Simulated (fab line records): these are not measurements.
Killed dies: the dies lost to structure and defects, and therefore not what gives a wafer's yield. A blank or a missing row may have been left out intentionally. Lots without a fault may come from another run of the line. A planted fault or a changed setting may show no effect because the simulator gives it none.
Which tool did it? -- flow gf180mcu -- 42 wafers from 14 lots sampled at 3 of the route's 602 steps

WHAT EACH GAUGE READ, for each wafer
GF_M3_THK_MEAS_06: measures by xrf. Usual: for M3_ALCU_THK the level is 445 nm and the standard deviation is 6.9.
lot,measured,on,M3_ALCU_THK (nm),flag
L663,day 20 13:22,film-metro-04,452 452 455,
L665,day 21 22:45,film-metro-03,450 435 445,
L667,day 22 12:07,film-metro-03,451 450 450,
L669,day 23 02:42,film-metro-04,454 450 451,
L675,day 25 02:04,film-metro-03,433 442 434,
L677,day 25 18:36,film-metro-02,455 445 451,
L678,day 25 22:16,film-metro-02,437 441 433,
L679,day 26 06:07,film-metro-02,434 437 435,
L680,day 26 17:37,film-metro-04,458 453 456,
L681,day 26 19:18,film-metro-02,432 441 443,
L682,day 27 01:03,film-metro-04,445 444 439,
L683,day 27 13:26,film-metro-02,451 440 450,
L684,day 27 14:49,film-metro-02,445 440 439,
L685,day 27 21:14,film-metro-03,441 444 441,

GF_V3_CD_MEAS_14 targets a cd of 260 nm. Usual: cd-nm reads 260.0 nm (standard deviation 1.2).
lot,measured,on,cd-nm (nm),flag
L663,day 22 13:43,cd-sem-02,259.1 258.4 259.5,
L665,day 23 21:37,cd-sem-02,259.8 260.8 260.3,
L667,day 24 10:16,cd-sem-02,259.7 259.8 261.1,
L669,day 25 00:42,cd-sem-01,260.2 260.2 260.3,
L675,day 26 20:44,cd-sem-01,260.3 260.4 261.5,
L677,day 27 13:18,cd-sem-01,- - -,OFF
L678,day 27 16:43,cd-sem-02,- - -,OFF
L679,day 27 23:10,cd-sem-01,260.2 260.2 261.6,
L680,day 28 10:49,cd-sem-02,260.9 260.3 260.7,
L681,day 28 12:36,cd-sem-01,260.3 259.7 258.7,
L682,day 28 18:15,cd-sem-01,260.5 260.1 260.1,
L683,day 29 05:09,cd-sem-02,260.2 260.9 259.5,
L684,day 29 06:58,cd-sem-02,259.5 258.7 259.4,
L685,day 29 13:42,cd-sem-02,260.7 260.4 259.7,

WHAT TOOL EACH LOT RAN ON (gives the tool, then ch and the chambers of the sampled wafers, and finally the start)
lot,GF_V3_DEVELOP_13
L663,"litho-track-01 ch 0, day 22 13:35"
L665,"litho-track-04 ch 0, day 23 21:29"
L667,"litho-track-01 ch 0, day 24 10:08"
L669,"litho-track-01 ch 0, day 25 00:33"
L675,"litho-track-01 ch 0, day 26 20:36"
L677,"litho-track-03, day 27 13:09"
L678,"litho-track-01, day 27 16:34"
L679,"litho-track-01 ch 0, day 27 23:01"
L680,"litho-track-04 ch 0, day 28 10:32"
L681,"litho-track-01 ch 0, day 28 12:27"
L682,"litho-track-01 ch 0, day 28 18:06"
L683,"litho-track-01 ch 0, day 29 05:00"
L684,"litho-track-01 ch 0, day 29 06:49"
L685,"litho-track-04 ch 0, day 29 13:33"
- GF_V3_DEVELOP_13: develop time 60 s.

WHAT THE TOOLS THEMSELVES READ (means of the sampled wafers that have a number; where no wafer has one, the mark that the record gives instead)
GF_V3_DEVELOP_13. Usual: chill-plate-temp-C 23.03 C, standard deviation 0.084; exhaust-pa 45.0 Pa, standard deviation 0.94.
lot,tool,chill-plate-temp-C (C),exhaust-pa (Pa),flag
L663,litho-track-01,23.15,45.1,
L665,litho-track-04,23.05,44.9,
L667,litho-track-01,23.01,44.9,
L669,litho-track-01,23.12,44.3,
L675,litho-track-01,23.11,44.6,
L677,litho-track-03,-,-,OFF
L678,litho-track-01,-,-,OFF
L679,litho-track-01,23.03,46.7,
L680,litho-track-04,22.99,45.2,
L681,litho-track-01,23.06,46.2,
L682,litho-track-01,22.95,44.8,
L683,litho-track-01,23.03,43.7,
L684,litho-track-01,23.15,45.7,
L685,litho-track-04,23.00,43.6,

THE ANSWER, worked out from the rows above alone
Rule: a lot is off if the mean of its wafers that have a number lies more than 3 standard deviations from the usual mean. Also off: a lot with no number at a reading for which 4 or more lots have one. All remaining lots with rows at the step are treated as sound. Order of review: gauges by route order, followed by the tools' own readings, for which a lot's mean as printed above is used. At the first step where some lot is off, the reading lying furthest off is the one used; lots without a number count as furthest.
Off: L677, L678 (GF_V3_CD_MEAS_14, cd-nm). Without a number there: L677, L678.
If a tool, at a process step before that reading, ran all the lots that are off and no sound lot after the first of them, it fits. Not tried: the gauges at GF_V3_CD_MEAS_14; whatever is off there is also off at GF_V3_DEVELOP_13, on other tools, and gauge error can't account for it. Not one of the candidates tried fits.

WHAT WAS PUT IN BY THE SIMULATOR
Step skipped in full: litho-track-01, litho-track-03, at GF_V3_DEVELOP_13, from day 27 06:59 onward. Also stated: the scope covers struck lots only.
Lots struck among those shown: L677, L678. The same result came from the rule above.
